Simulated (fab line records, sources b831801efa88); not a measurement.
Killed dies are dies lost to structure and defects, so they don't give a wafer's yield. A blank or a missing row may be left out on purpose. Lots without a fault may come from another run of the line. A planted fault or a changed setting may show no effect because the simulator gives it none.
Chamber matching | flow gf180mcu | GF_V4_CVD_02 on pecvd-04: 3 sister chambers
The step deposits SiO2 from TEOS, target thk 850 nm, time 94.851 s. 6 wafers are shown with their chamber, then 9 later ones without.

WAFERS WITH THEIR CHAMBER
wafer  | chamber | heater_power_w (W)
L089.3 | 0       | 561
L089.4 | 2       | 823
L089.5 | 1       | 745
L090.1 | 1       | 759
L090.2 | 0       | 548
L090.3 | 2       | 803

WAFERS WITHOUT THEIR CHAMBER
wafer  | heater_power_w (W)
L093.3 | 822
L093.4 | 607
L093.5 | 878
L094.4 | 741
L094.5 | 627
L094.6 | 603
L097.2 | 688
L097.3 | 876
L097.5 | 622

WHICH CHAMBER EACH WENT THROUGH
wafer  | from the rows above | in truth
L093.3 | 2                   | 2
L093.4 | 0                   | 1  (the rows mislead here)
L093.5 | 2                   | 2
L094.4 | 1                   | 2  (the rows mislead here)
L094.5 | 0                   | 0
L094.6 | 0                   | 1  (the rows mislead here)
L097.2 | 1                   | 1
L097.3 | 2                   | 2
L097.5 | 0                   | 0
Placed correctly: 6 of 9. Can't be placed from these rows: 0. Placed wrongly: 3.
How it was worked out, from the rows above alone: a wafer's distance from a chamber is the root of the sum, over the readings, of the square of ((its reading less the chamber's mean) divided by the reading's scatter). The wafer belongs to the nearest chamber; if the next one is less than 2 further off, it can't be placed. A chamber's mean is the mean of its shown wafers. The scatter: the root of (the sum of the squares of (reading less its chamber's mean) over the shown wafers, divided by (wafers less chambers)).
